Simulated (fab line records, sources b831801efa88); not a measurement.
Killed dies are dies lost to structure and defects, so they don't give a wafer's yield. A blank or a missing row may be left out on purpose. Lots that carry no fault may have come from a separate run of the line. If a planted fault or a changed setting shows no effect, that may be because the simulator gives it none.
Code-filled problem report in 8D (eight disciplines) form	flow gf180mcu	the parts of the form that need people (team, actions taken, sign-off) are left out

1. WHAT WENT WRONG
Wafers without a fault read 468 s, standard deviation 3.4; run_length_s at GF_SAB_WET_ETCH_12 reads a mean of 524 s on 6 wafers belonging to 2 lots. Relative to the usual mean, that is a shift of +16 standard deviations.
The step: etches SiO2 in dHF, target depth 22 nm, time 440 s.
Seen first at day 20 06:31 on wet_bench-03, wafer L257.2. The record holds 42 wafers of 14 lots with a number at this step. Rule for "out" (also "out of limits"): further than 4 standard deviations from the usual mean. The rest of the wafers with a number are treated as sound.

2. WHAT IT IS AND WHAT IT IS NOT
question	is	is not
which readings at this step	run_length_s	-
which lots	L257, L260	L246, L247, L248, L251, L252, L253, L254, L256, L259, L263, L266, L267
which wafers of those lots	all that have a number	-
read on which tools	wet_bench-03	wet_bench-02, wet_bench-04
when	from day 20 06:31	up to then (24 sound wafers); but 12 sound wafers of L259, L263, L266, L267 came after

3. THE SUSPECTS, EACH WITH WHAT RULES IT OUT
Counting: a tool stays on the suspect list if, at a process step up to the reading, it processed all lots that are out and no sound lot following the first of them.
- wet_bench-03 at GF_SAB_WET_ETCH_12 (etches SiO2 in dHF, target depth 22 nm, time 440 s): kept. It processed each lot that is out, first L257 at day 20 06:31, and no sound lot thereafter; up to then, the last sound lot it processed was L256 at day 19 14:27. Its own readings are out on those wafers: run_length_s.
Remaining after the count: wet_bench-03 at GF_SAB_WET_ETCH_12.

4. THE CAUSE (what the simulator had put in)
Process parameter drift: wet_bench-03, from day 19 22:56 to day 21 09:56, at GF_SAB_WET_ETCH_12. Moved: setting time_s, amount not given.
The count eliminated every tool but this one.

5. THE EFFECT CHAIN, in route order
Rows list readings where the struck wafers' mean (over those with a number) sits beyond 3 standard deviations from the usual. Only readings whose record carries a usual standard deviation are examined. hours: median over the lots of the time between each lot's start at the first step of this table that gives one and its start at this step. sigmas: the change, counted in usual standard deviations.
hours	step	reading	usual	on struck wafers	change	sigmas
0	GF_SAB_WET_ETCH_12	run_length_s	468 s	524	+56	+16
Process steps it contains:
- GF_SAB_WET_ETCH_12: etches SiO2 in dHF, target depth 22 nm, time 440 s.
Later steps that measure or inspect, where all struck wafers having a row at the step show a number for every such reading and not one has moved that far: GF_CONTACT_THK_MEAS_01.

6. HOW IT WOULD HAVE BEEN CAUGHT EARLIER
In this record the first reading out of limits was taken at day 20 06:31, 8 hours after the fault began at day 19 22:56.
